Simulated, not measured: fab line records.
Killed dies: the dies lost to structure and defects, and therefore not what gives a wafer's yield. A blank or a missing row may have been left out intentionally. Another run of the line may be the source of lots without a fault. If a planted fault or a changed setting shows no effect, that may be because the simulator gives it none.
Which tool did it? | flow gf180mcu | Sampling: 14 lots, 42 wafers, 3 of 602 route steps

== WHAT THE GAUGES SHOWED, per wafer ==
GF_M5_CD_MEAS_07 targets a cd of 280 nm.
lot  | measured     | on        | cd-nm (nm)
L626 | day 26 07:53 | cd-sem-02 | 278.2 279.1 280.3
L627 | day 26 20:20 | cd-sem-02 | 280.0 280.4 281.1
L628 | day 27 04:35 | cd-sem-01 | 282.4 281.1 281.3
L629 | day 27 14:18 | cd-sem-01 | 280.2 278.7 279.7
L630 | day 28 02:47 | cd-sem-02 | 278.5 279.5 280.4
L631 | day 28 07:21 | cd-sem-02 | 280.3 280.9 279.9
L633 | day 28 18:13 | cd-sem-02 | 280.4 280.2 280.1
L634 | day 29 06:20 | cd-sem-01 | 279.7 279.2 281.0
L636 | day 29 18:07 | cd-sem-01 | 278.3 279.7 279.2
L642 | day 31 10:14 | cd-sem-02 | 280.1 280.8 281.2
L643 | day 31 15:10 | cd-sem-02 | 281.2 280.6 280.7
L646 | day 32 06:21 | cd-sem-02 | 279.0 278.4 277.8
L648 | day 32 21:23 | cd-sem-01 | 279.9 279.7 279.7
L649 | day 33 03:49 | cd-sem-01 | 280.6 280.7 281.4

== WHICH TOOL RAN EACH LOT (tool, then ch and the chambers of the sampled wafers, then the start) ==
lot  | GF_MIM_SPUTTER_01            | GF_MIM_SPUTTER_07
L626 | pvd-sputter-01, day 24 12:16 | pvd-sputter-03, day 24 12:29
L627 | pvd-sputter-02, day 25 00:50 | pvd-sputter-01, day 25 01:03
L628 | pvd-sputter-03, day 25 10:16 | pvd-sputter-01, day 25 10:28
L629 | pvd-sputter-01, day 25 20:41 | pvd-sputter-03, day 25 20:53
L630 | pvd-sputter-03, day 26 08:49 | pvd-sputter-01, day 26 09:02
L631 | pvd-sputter-02, day 26 13:55 | pvd-sputter-03, day 26 14:09
L633 | pvd-sputter-02, day 27 01:46 | pvd-sputter-01, day 27 01:58
L634 | pvd-sputter-01, day 27 14:28 | pvd-sputter-02, day 27 14:40
L636 | pvd-sputter-03, day 28 01:47 | pvd-sputter-02, day 28 02:00
L642 | pvd-sputter-02, day 29 20:56 | pvd-sputter-03, day 29 21:08
L643 | pvd-sputter-02, day 30 02:58 | pvd-sputter-01, day 30 03:11
L646 | pvd-sputter-02, day 30 18:57 | pvd-sputter-03, day 30 19:10
L648 | pvd-sputter-01, day 31 10:34 | pvd-sputter-02, day 31 10:47
L649 | pvd-sputter-03, day 31 17:16 | pvd-sputter-02, day 31 17:28
- GF_MIM_SPUTTER_01: material TiN, target thk 30 nm, time 25 s.
- GF_MIM_SPUTTER_07: material TiN, target thk 60 nm, time 50 s.

== WHAT THE TOOLS THEMSELVES READ (means of the sampled wafers that have a number; where no wafer has one, the mark that the record gives instead) ==
GF_MIM_SPUTTER_01.
lot  | tool           | cathode-dc-power-W (W) | throttle-valve-pct (%)
L626 | pvd-sputter-01 | 6499.9                 | 30.3
L627 | pvd-sputter-02 | 6499.4                 | 30.8
L628 | pvd-sputter-03 | 6499.5                 | 29.6
L629 | pvd-sputter-01 | 6501.5                 | 30.5
L630 | pvd-sputter-03 | 6501.1                 | 29.7
L631 | pvd-sputter-02 | 6500.3                 | 30.1
L633 | pvd-sputter-02 | 6498.9                 | 32.1
L634 | pvd-sputter-01 | 6499.8                 | 30.3
L636 | pvd-sputter-03 | 6499.0                 | 29.5
L642 | pvd-sputter-02 | 6500.3                 | 31.7
L643 | pvd-sputter-02 | 6501.6                 | 31.4
L646 | pvd-sputter-02 | 6500.6                 | 30.1
L648 | pvd-sputter-01 | 6500.4                 | 30.3
L649 | pvd-sputter-03 | 6500.7                 | 30.0

GF_MIM_SPUTTER_07.
lot  | tool           | cathode-dc-power-W (W) | throttle-valve-pct (%)
L626 | pvd-sputter-03 | 6500.4                 | 30.0
L627 | pvd-sputter-01 | 6500.5                 | 30.3
L628 | pvd-sputter-01 | 6500.1                 | 30.3
L629 | pvd-sputter-03 | 6500.0                 | 30.2
L630 | pvd-sputter-01 | 6500.2                 | 30.4
L631 | pvd-sputter-03 | 6501.2                 | 29.0
L633 | pvd-sputter-01 | 6499.0                 | 30.4
L634 | pvd-sputter-02 | 6499.4                 | 30.9
L636 | pvd-sputter-02 | 6499.0                 | 30.7
L642 | pvd-sputter-03 | 6500.6                 | 29.1
L643 | pvd-sputter-01 | 6501.0                 | 30.7
L646 | pvd-sputter-03 | 6500.7                 | 30.1
L648 | pvd-sputter-02 | 6499.9                 | 31.0
L649 | pvd-sputter-02 | 6498.9                 | 32.6

== THE ANSWER, worked out from the rows above alone ==
Rule: usual is defined by the lots themselves. Put in order of their means at a reading, lots are off if they are a third of the lots or fewer, leave a main group of 4 or more, and stand apart from it by a gap of 3 or more times the standard deviation of the main group's means; of several such gaps the widest counts. If all means in a main group match to the digits the tables above print for the reading, that group is not used. A lot without any number at a reading at which 4 lots or more have one is off too. All remaining lots with rows at the step are treated as sound. First the gauges in route order, then the tools' own readings, where a lot's mean is used as printed above. At the first step where some lot is off, the reading lying furthest off is the one used; lots without a number count as furthest.
No lot is off on any of the readings shown, so nothing can be concluded from this.

== WHAT THE SIMULATOR PUT IN ==
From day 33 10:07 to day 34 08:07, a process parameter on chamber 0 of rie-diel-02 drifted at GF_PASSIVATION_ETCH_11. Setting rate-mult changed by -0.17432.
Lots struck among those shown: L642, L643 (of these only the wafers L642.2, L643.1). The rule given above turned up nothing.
